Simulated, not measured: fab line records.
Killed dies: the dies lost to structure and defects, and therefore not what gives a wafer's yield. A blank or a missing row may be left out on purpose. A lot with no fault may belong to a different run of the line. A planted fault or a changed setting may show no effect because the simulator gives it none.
Problem report, 8D (eight disciplines) form, completed by code -- flow gf180mcu -- the parts of the form that need people (team, actions taken, sign-off) are left out

1. PROBLEM STATEMENT
Mean of oes-product-au at GF_V2_ETCH_17: 0.374 a.u. across 6 wafers in 2 lots; on wafers with no fault it is 0.856 a.u. (standard deviation 0.005). Measured from the usual mean, that is -96 standard deviations.
The step: etches SiO2 in C4F8/O2/Ar, stops on TiN, target depth 630 nm.
The step gives no start for some of these wafers. The record has a number at this step for 42 wafers belonging to 14 lots. Rule for "out" (also "out of limits"): further than 4 standard deviations from the usual mean. All remaining wafers that have a number are taken as sound.

2. WHAT THIS IS AND IS NOT
question,is,is not
which readings at this step,oes-product-au,"bias-w, chamber-pressure-mTorr"
which lots,"L892, L893","L883, L884, L885, L886, L887, L891, L897, L899, L901, L903, L904, L905"
which wafers of those lots,all that have a number,-
read on which tools,rie-diel-03,"rie-diel-01, rie-diel-02"

3. WHAT RULES OUT EACH SUSPECT
Counting: a tool at any process step up to the reading remains a suspect when it ran all the lots that are out and ran no sound lot after the first of those.
- rie-diel-03 at GF_V2_ETCH_16 (etches BARC in N2/H2): kept. Every lot that is out went through it, starting with L892 (day 24 01:13), and after that it ran no sound lot; the last sound lot it ran before then is L891 (day 23 16:13).
- rie-diel-03 at GF_V2_ETCH_17 (etches SiO2 in C4F8/O2/Ar, stops on TiN, target depth 630 nm): kept. Every lot that is out went through it, starting with L892 (day 24 01:20), and after that it ran no sound lot; the last sound lot it ran before then is L891 (day 23 16:20). Out on those wafers are its own readings of oes-product-au. GF_V2_ETCH_17: start missing for some lots; hours and lot order therefore follow GF_V2_STRIP_18.
After counting, rie-diel-03 at GF_V2_ETCH_16 and rie-diel-03 at GF_V2_ETCH_17 remain.

4. THE CAUSE (what the simulator had put in)
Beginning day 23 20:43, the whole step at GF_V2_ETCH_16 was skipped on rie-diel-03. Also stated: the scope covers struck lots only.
Counting left 2 suspects, and this tool is among them.

5. THE EFFECT CHAIN, in route order
Each row: a reading where the mean over the struck wafers with a number is more than 3 standard deviations away from the usual. Only readings whose record carries a usual standard deviation are examined. hours: median over the lots of the time between each lot's start at the first step of this table that gives one and its start at this step. sigmas: the change, counted in usual standard deviations.
hours,step,reading,usual,on struck wafers,change,sigmas
-,GF_V2_ETCH_17,oes-product-au,0.856 a.u.,0.374,-0.482,-96
0,GF_V2_STRIP_18,oes-product-au,0.589 a.u.,0.610,+0.021,+4.1
Its process steps:
- GF_V2_ETCH_17: etches SiO2 in C4F8/O2/Ar, stops on TiN, target depth 630 nm.
- GF_V2_STRIP_18: strips in O2/N2.
Readings that are blank on the struck wafers while sound wafers have them: bias-w at GF_V2_ETCH_16; chamber-pressure-mTorr at GF_V2_ETCH_16; drypump-motor-current-A at GF_V2_ETCH_16; oes-product-au at GF_V2_ETCH_16; throttle-valve-pct at GF_V2_ETCH_16.

6. HOW IT WOULD HAVE BEEN CAUGHT EARLIER
At GF_V2_ETCH_16 the tool's readings are blank on the struck wafers, where sound wafers have them: an empty tool record is the first sign, and it was there at once.
